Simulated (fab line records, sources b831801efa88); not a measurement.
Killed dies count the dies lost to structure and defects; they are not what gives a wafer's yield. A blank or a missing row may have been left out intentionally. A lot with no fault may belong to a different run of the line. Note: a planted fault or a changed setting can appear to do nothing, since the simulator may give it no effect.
Which tool did it? / flow gf180mcu / 8 lots with 24 wafers sampled at 5 steps, on a route of 602 steps

WHAT THE GAUGES SHOWED, per wafer
GF_PSD_TW_MEAS_11. Usual: for PSD_TW the level is 3177 and the standard deviation is 22.
lot=L503; measured=day 14 07:16; on=filmMetro-02; PSD_TW=3162 3161 3164; flag=
lot=L504; measured=day 14 15:31; on=filmMetro-02; PSD_TW=3182 3163 3160; flag=
lot=L505; measured=day 14 21:01; on=filmMetro-02; PSD_TW=3169 3174 3177; flag=
lot=L506; measured=day 15 01:04; on=filmMetro-03; PSD_TW=3149 3151 3142; flag=
lot=L507; measured=day 15 14:05; on=filmMetro-03; PSD_TW=3147 3158 3163; flag=
lot=L508; measured=day 15 21:56; on=filmMetro-02; PSD_TW=3183 3198 3219; flag=
lot=L509; measured=day 16 06:15; on=filmMetro-03; PSD_TW=3124 3147 3123; flag=
lot=L510; measured=day 16 09:11; on=filmMetro-02; PSD_TW=3151 3170 3163; flag=

GF_PSD_RS_MEAS_14: uses a four-point probe to measure. Usual: for NSD_RS the level is 46.15 ohm/sq and the standard deviation is 0.084.
lot=L503; measured=day 14 07:28; on=filmMetro-01; NSD_RS (ohm/sq)=46.05 46.18 46.22; flag=
lot=L504; measured=day 14 15:43; on=filmMetro-02; NSD_RS (ohm/sq)=46.16 46.11 45.96; flag=
lot=L505; measured=day 14 21:13; on=filmMetro-01; NSD_RS (ohm/sq)=46.05 45.98 46.02; flag=
lot=L506; measured=day 15 01:15; on=filmMetro-01; NSD_RS (ohm/sq)=46.13 46.00 46.11; flag=
lot=L507; measured=day 15 14:17; on=filmMetro-03; NSD_RS (ohm/sq)=- - -; flag=OFF
lot=L508; measured=day 15 22:09; on=filmMetro-01; NSD_RS (ohm/sq)=- - -; flag=OFF
lot=L509; measured=day 16 06:28; on=filmMetro-01; NSD_RS (ohm/sq)=- - -; flag=OFF
lot=L510; measured=day 16 09:25; on=filmMetro-03; NSD_RS (ohm/sq)=- - -; flag=OFF

WHICH TOOL RAN EACH LOT (tool, then ch and the chambers of the sampled wafers, then the start)
lot=L503; GF_HV_LDD_ETCHBACK_58=rieDiel-02 ch 0,2,3, day 12 13:55; GF_NSD_IMPLANT_09=implanter-01 ch 0, day 13 10:25; GF_NSD_STRIP_11=plasmaAsher-04 ch 0,1, day 13 10:43
lot=L504; GF_HV_LDD_ETCHBACK_58=rieDiel-04 ch 0,1,2, day 12 21:41; GF_NSD_IMPLANT_09=implanter-04 ch 0, day 13 17:50; GF_NSD_STRIP_11=plasmaAsher-01 ch 0,1, day 13 18:08
lot=L505; GF_HV_LDD_ETCHBACK_58=rieDiel-02 ch 0,1,3, day 13 03:27; GF_NSD_IMPLANT_09=implanter-04 ch 0, day 13 23:52; GF_NSD_STRIP_11=plasmaAsher-02 ch 0,1, day 14 00:10
lot=L506; GF_HV_LDD_ETCHBACK_58=rieDiel-01 ch 0,2,3, day 13 08:08; GF_NSD_IMPLANT_09=implanter-04 ch 0, day 14 04:42; GF_NSD_STRIP_11=plasmaAsher-01 ch 0,1, day 14 05:00
lot=L507; GF_HV_LDD_ETCHBACK_58=rieDiel-01 ch 0,1,3, day 13 19:28; GF_NSD_IMPLANT_09=implanter-02 ch 0, day 14 16:14; GF_NSD_STRIP_11=plasmaAsher-01 ch 0,1, day 14 16:31
lot=L508; GF_HV_LDD_ETCHBACK_58=rieDiel-04 ch 1,3, day 14 04:16; GF_NSD_IMPLANT_09=implanter-02 ch 0, day 15 00:55; GF_NSD_STRIP_11=plasmaAsher-02 ch 0,1, day 15 01:11
lot=L509; GF_HV_LDD_ETCHBACK_58=rieDiel-04 ch 0,1, day 14 11:43; GF_NSD_IMPLANT_09=implanter-02 ch 0, day 15 08:35; GF_NSD_STRIP_11=plasmaAsher-01 ch 0,1, day 15 08:50
lot=L510; GF_HV_LDD_ETCHBACK_58=rieDiel-01 ch 0,1,2, day 14 15:38; GF_NSD_IMPLANT_09=implanter-04 ch 0, day 15 11:58; GF_NSD_STRIP_11=plasmaAsher-04 ch 0,1, day 15 12:14
- GF_HV_LDD_ETCHBACK_58: etches Si3N4 in CH3F/O2, stops on SiO2, time 100 s, target depth 90 nm.
- GF_NSD_IMPLANT_09
- GF_NSD_STRIP_11: strips in O2/N2.

WHAT THE TOOLS THEMSELVES READ (means of the sampled wafers that have a number; where no wafer has one, the mark that the record gives instead)
GF_HV_LDD_ETCHBACK_58. Usual: drypumpMotorCurrentA 5.9 A, standard deviation 0.34; oesProductAu 0.843 a.u., standard deviation 0.0051; throttleValvePct 10.561 %, standard deviation 0.0083.
lot=L503; tool=rieDiel-02; drypumpMotorCurrentA (A)=5.8; oesProductAu (a.u.)=0.844; throttleValvePct (%)=10.562; flag=
lot=L504; tool=rieDiel-04; drypumpMotorCurrentA (A)=5.6; oesProductAu (a.u.)=0.846; throttleValvePct (%)=10.556; flag=
lot=L505; tool=rieDiel-02; drypumpMotorCurrentA (A)=5.7; oesProductAu (a.u.)=0.842; throttleValvePct (%)=10.559; flag=
lot=L506; tool=rieDiel-01; drypumpMotorCurrentA (A)=6.2; oesProductAu (a.u.)=0.849; throttleValvePct (%)=10.569; flag=
lot=L507; tool=rieDiel-01; drypumpMotorCurrentA (A)=6.1; oesProductAu (a.u.)=0.845; throttleValvePct (%)=10.560; flag=
lot=L508; tool=rieDiel-04; drypumpMotorCurrentA (A)=5.5; oesProductAu (a.u.)=0.835; throttleValvePct (%)=10.563; flag=
lot=L509; tool=rieDiel-04; drypumpMotorCurrentA (A)=5.6; oesProductAu (a.u.)=0.841; throttleValvePct (%)=10.567; flag=
lot=L510; tool=rieDiel-01; drypumpMotorCurrentA (A)=6.0; oesProductAu (a.u.)=0.843; throttleValvePct (%)=10.564; flag=

GF_NSD_IMPLANT_09. Usual: endStationPressureTorr at 1.4e-05 Torr, with a standard deviation of 7.1e-07.
lot=L503; tool=implanter-01; endStationPressureTorr (Torr)=1.4e-05; flag=
lot=L504; tool=implanter-04; endStationPressureTorr (Torr)=1.3e-05; flag=
lot=L505; tool=implanter-04; endStationPressureTorr (Torr)=1.3e-05; flag=
lot=L506; tool=implanter-04; endStationPressureTorr (Torr)=1.4e-05; flag=
lot=L507; tool=implanter-02; endStationPressureTorr (Torr)=1.5e-05; flag=
lot=L508; tool=implanter-02; endStationPressureTorr (Torr)=1.4e-05; flag=
lot=L509; tool=implanter-02; endStationPressureTorr (Torr)=1.4e-05; flag=
lot=L510; tool=implanter-04; endStationPressureTorr (Torr)=1.5e-05; flag=

GF_NSD_STRIP_11. Usual: drypumpMotorCurrentA 5.6 A, standard deviation 0.36; heaterPowerW 316 W, standard deviation 45; oesProductAu 0.487 a.u., standard deviation 0.0045; stripTimeToEndpointS 22.96 s, standard deviation 0.041.
lot=L503; tool=plasmaAsher-04; drypumpMotorCurrentA (A)=5.9; heaterPowerW (W)=319; oesProductAu (a.u.)=0.489; stripTimeToEndpointS (s)=22.97; flag=
lot=L504; tool=plasmaAsher-01; drypumpMotorCurrentA (A)=5.6; heaterPowerW (W)=345; oesProductAu (a.u.)=0.486; stripTimeToEndpointS (s)=22.94; flag=
lot=L505; tool=plasmaAsher-02; drypumpMotorCurrentA (A)=5.2; heaterPowerW (W)=262; oesProductAu (a.u.)=0.487; stripTimeToEndpointS (s)=22.98; flag=
lot=L506; tool=plasmaAsher-01; drypumpMotorCurrentA (A)=5.5; heaterPowerW (W)=347; oesProductAu (a.u.)=0.484; stripTimeToEndpointS (s)=22.94; flag=
lot=L507; tool=plasmaAsher-01; drypumpMotorCurrentA (A)=5.8; heaterPowerW (W)=319; oesProductAu (a.u.)=0.480; stripTimeToEndpointS (s)=23.74; flag=OFF
lot=L508; tool=plasmaAsher-02; drypumpMotorCurrentA (A)=5.2; heaterPowerW (W)=262; oesProductAu (a.u.)=0.477; stripTimeToEndpointS (s)=23.71; flag=OFF
lot=L509; tool=plasmaAsher-01; drypumpMotorCurrentA (A)=5.8; heaterPowerW (W)=317; oesProductAu (a.u.)=0.478; stripTimeToEndpointS (s)=23.80; flag=OFF
lot=L510; tool=plasmaAsher-04; drypumpMotorCurrentA (A)=5.9; heaterPowerW (W)=321; oesProductAu (a.u.)=0.480; stripTimeToEndpointS (s)=23.74; flag=OFF

THE ANSWER, worked out from the rows above alone
Rule: lot off if the mean of its wafers having a number is beyond 3 standard deviations from the usual mean. A lot without any number at a reading at which 4 lots or more have one is off too. Any other lot the step has rows for is counted as sound. The gauges are gone through in route order, then the tools' own readings, and for those a lot's mean is taken as printed above. At the first step where some lot is off, the reading lying furthest off is the one used; lots without a number count as furthest.
Off: L507, L508, L509, L510, at GF_PSD_RS_MEAS_14 (NSD_RS). Without a number there: L507, L508, L509, L510.
A tool fits if, at a process step before that reading, it ran every lot that is off, and no sound lot after the first of them. The gauges at GF_PSD_RS_MEAS_14 aren't tried: what is off there is off at GF_NSD_STRIP_11 too, on other tools, and a gauge's error can't cause that. No candidate that was tried fits.

WHAT HAD BEEN PUT IN BY THE SIMULATOR
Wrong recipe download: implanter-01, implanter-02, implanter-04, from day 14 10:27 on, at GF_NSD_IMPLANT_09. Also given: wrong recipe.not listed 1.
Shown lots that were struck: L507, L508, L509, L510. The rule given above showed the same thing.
